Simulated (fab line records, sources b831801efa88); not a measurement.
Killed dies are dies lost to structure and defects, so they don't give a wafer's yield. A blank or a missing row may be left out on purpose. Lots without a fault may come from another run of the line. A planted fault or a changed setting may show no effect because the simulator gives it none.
Chamber matching | flow gf180mcu | GF_SALICIDE_CLEAN_00 on wet_bench-03: 3 sister chambers
The step cleans in SC1/SC2, time 150 s. 6 wafers are shown with their chamber, then 8 later ones without.

WAFERS WITH THEIR CHAMBER
wafer  | chamber | temp_c (C)
L632.3 | 1       | 69.99
L639.5 | 2       | 69.61
L639.6 | 2       | 69.88
L641.2 | 0       | 70.09
L641.5 | 0       | 70.05
L642.3 | 1       | 70.00

WAFERS WITHOUT THEIR CHAMBER
wafer  | temp_c (C)
L642.4 | 70.00
L642.6 | 70.06
L645.3 | 70.11
L645.5 | 69.92
L645.6 | 70.14
L646.2 | 70.07
L646.3 | 69.77
L646.5 | 69.85

WHICH CHAMBER EACH WENT THROUGH
wafer  | from the rows above          | in truth
L642.4 | can't be placed: 1 or 0      | 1
L642.6 | can't be placed: 0 or 1      | 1
L645.3 | can't be placed: 0 or 1      | 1
L645.5 | can't be placed: 1 or 0 or 2 | 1
L645.6 | can't be placed: 0 or 1      | 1
L646.2 | can't be placed: 0 or 1      | 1
L646.3 | can't be placed: 2 or 1      | 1
L646.5 | can't be placed: 2 or 1 or 0 | 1
Placed correctly: 0 of 8. Can't be placed from these rows: 8 (the true chamber is among the candidates in 8). Placed wrongly: 0.
How it was worked out, from the rows above alone: a wafer's distance from a chamber is the root of the sum, over the readings, of the square of ((its reading less the chamber's mean) divided by the reading's scatter). The wafer belongs to the nearest chamber; if the next one is less than 2 further off, it can't be placed. A chamber's mean is the mean of its shown wafers. The scatter: the root of (the sum of the squares of (reading less its chamber's mean) over the shown wafers, divided by (wafers less chambers)).
